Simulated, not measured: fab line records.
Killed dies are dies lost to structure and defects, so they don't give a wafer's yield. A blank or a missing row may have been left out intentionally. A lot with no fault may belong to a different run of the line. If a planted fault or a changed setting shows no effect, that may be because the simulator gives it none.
Which tool is to blame?	flow gf180mcu	14 lots, 42 wafers sampled, at 4 steps of a route of 602

== WHAT EACH GAUGE READ, for each wafer ==
GF_V3_THK_MEAS_25: measures by xrf. Usual: V3_W_THK 357 nm, standard deviation 8.3.
lot	measured	on	V3_W_THK (nm)	flag
L862	day 22 04:38	film_metro-02	367 373 373	
L863	day 22 13:46	film_metro-01	365 350 365	
L864	day 22 21:46	film_metro-03	342 350 343	
L870	day 25 11:34	film_metro-03	352 354 363	
L871	day 25 12:49	film_metro-01	353 355 347	
L872	day 25 19:59	film_metro-01	373 369 359	
L873	day 26 06:07	film_metro-01	373 362 366	
L874	day 26 16:11	film_metro-03	343 347 345	
L875	day 27 02:15	film_metro-02	354 352 353	
L877	day 27 19:26	film_metro-02	353 359 350	
L878	day 28 00:35	film_metro-03	356 364 355	
L880	day 28 18:38	film_metro-01	355 363 359	
L882	day 29 01:41	film_metro-02	349 345 345	
L884	day 29 10:42	film_metro-01	357 349 355	

GF_M4_OVL_MEAS_15. Usual: M4_OVL 1 nm, standard deviation 6.6.
lot	measured	on	M4_OVL (nm)	flag
L862	day 23 04:32	overlay-02	3 -5 2	
L863	day 23 12:38	overlay-01	3 4 3	
L864	day 23 20:57	overlay-02	8 6 11	
L870	day 26 08:51	overlay-02	-1 5 -10	
L871	day 26 09:54	overlay-01	-15 -8 -11	
L872	day 26 17:09	overlay-01	-5 2 0	
L873	day 27 03:05	overlay-01	4 5 5	
L874	day 27 12:18	overlay-01	3 8 0	
L875	day 27 22:37	overlay-02	13 -4 6	
L877	day 28 15:36	overlay-01	5 -1 17	
L878	day 28 20:59	overlay-02	-3 -6 -1	
L880	day 29 14:07	overlay-01	-3 -1 -9	
L882	day 29 20:51	overlay-02	4 12 5	
L884	day 30 05:56	overlay-02	11 -6 -3	

== WHAT TOOL EACH LOT RAN ON (gives the tool, then ch and the chambers of the sampled wafers, and finally the start) ==
lot	GF_V3_STRIP_18	GF_M4_DEVELOP_13
L862	plasma_asher-04 ch 0,1, day 22 03:46	litho_track-04 ch 0, day 23 04:16
L863	plasma_asher-04 ch 0,1, day 22 12:54	litho_track-04 ch 0, day 23 12:22
L864	plasma_asher-03 ch 0,1, day 22 20:54	litho_track-02 ch 0, day 23 20:41
L870	plasma_asher-02 ch 0,1, day 25 10:43	litho_track-04 ch 0, day 26 08:37
L871	plasma_asher-03 ch 0,1, day 25 11:31	litho_track-02 ch 0, day 26 09:38
L872	plasma_asher-04 ch 0,1, day 25 18:47	litho_track-02 ch 0, day 26 16:53
L873	plasma_asher-04 ch 0,1, day 26 05:15	litho_track-02 ch 0, day 27 02:47
L874	plasma_asher-04 ch 0,1, day 26 15:18	litho_track-01 ch 0, day 27 12:02
L875	plasma_asher-02 ch 0,1, day 27 01:23	litho_track-01 ch 0, day 27 22:23
L877	plasma_asher-03 ch 0,1, day 27 18:34	litho_track-01 ch 0, day 28 15:20
L878	plasma_asher-04 ch 0,1, day 27 23:43	litho_track-04 ch 0, day 28 20:44
L880	plasma_asher-03 ch 0,1, day 28 17:39	litho_track-01 ch 0, day 29 13:52
L882	plasma_asher-04 ch 0, day 29 00:43	litho_track-01 ch 0, day 29 20:35
L884	plasma_asher-03 ch 0,1, day 29 09:46	litho_track-04 ch 0, day 30 05:40
- GF_V3_STRIP_18: strips in O2/N2.
- GF_M4_DEVELOP_13: develop time 60 s.

== AS READ BY THE TOOLS THEMSELVES (means over the sampled wafers that have a number; for cases with no such wafer, the mark the record gives instead) ==
GF_V3_STRIP_18. Usual: drypump_motor_current_A 5.72 A, standard deviation 0.29; heater_power_w 314 W, standard deviation 37; oes_product_au 0.593 a.u., standard deviation 0.0053.
lot	tool	drypump_motor_current_A (A)	heater_power_w (W)	oes_product_au (a.u.)	flag
L862	plasma_asher-04	5.69	331	0.590	
L863	plasma_asher-04	5.59	338	0.588	
L864	plasma_asher-03	5.61	279	0.592	
L870	plasma_asher-02	5.78	334	0.594	
L871	plasma_asher-03	5.61	268	0.591	
L872	plasma_asher-04	5.71	336	0.596	
L873	plasma_asher-04	5.69	333	0.589	
L874	plasma_asher-04	5.69	330	0.589	
L875	plasma_asher-02	5.92	321	0.585	
L877	plasma_asher-03	5.82	305	0.595	
L878	plasma_asher-04	5.69	324	0.594	
L880	plasma_asher-03	5.84	300	0.593	
L882	plasma_asher-04	5.49	343	0.597	
L884	plasma_asher-03	5.85	305	0.592	

GF_M4_DEVELOP_13. Usual: developer_temp_C at 20.99 C, with a standard deviation of 0.1.
lot	tool	developer_temp_C (C)	flag
L862	litho_track-04	21.03	
L863	litho_track-04	20.97	
L864	litho_track-02	21.00	
L870	litho_track-04	21.07	
L871	litho_track-02	21.87	OFF
L872	litho_track-02	21.87	OFF
L873	litho_track-02	21.66	OFF
L874	litho_track-01	21.03	
L875	litho_track-01	21.08	
L877	litho_track-01	20.96	
L878	litho_track-04	20.79	
L880	litho_track-01	20.93	
L882	litho_track-01	20.95	
L884	litho_track-04	21.12	

== THE ANSWER, worked out from the rows above alone ==
Rule: take the mean of a lot's wafers that have a number; if it is more than 3 standard deviations from the usual mean, the lot is off. Also off: a lot with no number at a reading for which 4 or more lots have one. Any other lot the step has rows for is counted as sound. After the gauges, taken in route order, come the tools' own readings; for these a lot's mean is taken, as printed above. At the first step where some lot is off, the reading lying furthest off is the one used; lots without a number count as furthest.
Off: L871, L872, L873 (GF_M4_DEVELOP_13, developer_temp_C).
A tool fits if, at that step or a process step before it, it ran every lot that is off, and no sound lot after the first of them. One candidate fits, namely litho_track-02 at GF_M4_DEVELOP_13. A fault onset in the window from L864 (day 23 20:41, its last sound lot) to L871 (day 26 09:38, its first lot off) fits.
On the lots that are off, the tool's own readings at GF_M4_DEVELOP_13 differ by more than 5 times the standard deviation of the sound lots' means, which bears it out; developer_temp_C reads 21.80 C there versus 20.99 C on the sound lots.

== WHAT HAD BEEN PUT IN BY THE SIMULATOR ==
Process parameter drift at GF_M4_DEVELOP_13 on litho_track-02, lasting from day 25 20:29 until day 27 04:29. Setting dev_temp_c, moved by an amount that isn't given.
Lots struck among those shown: L871, L872, L873. The rule above reached the same finding.
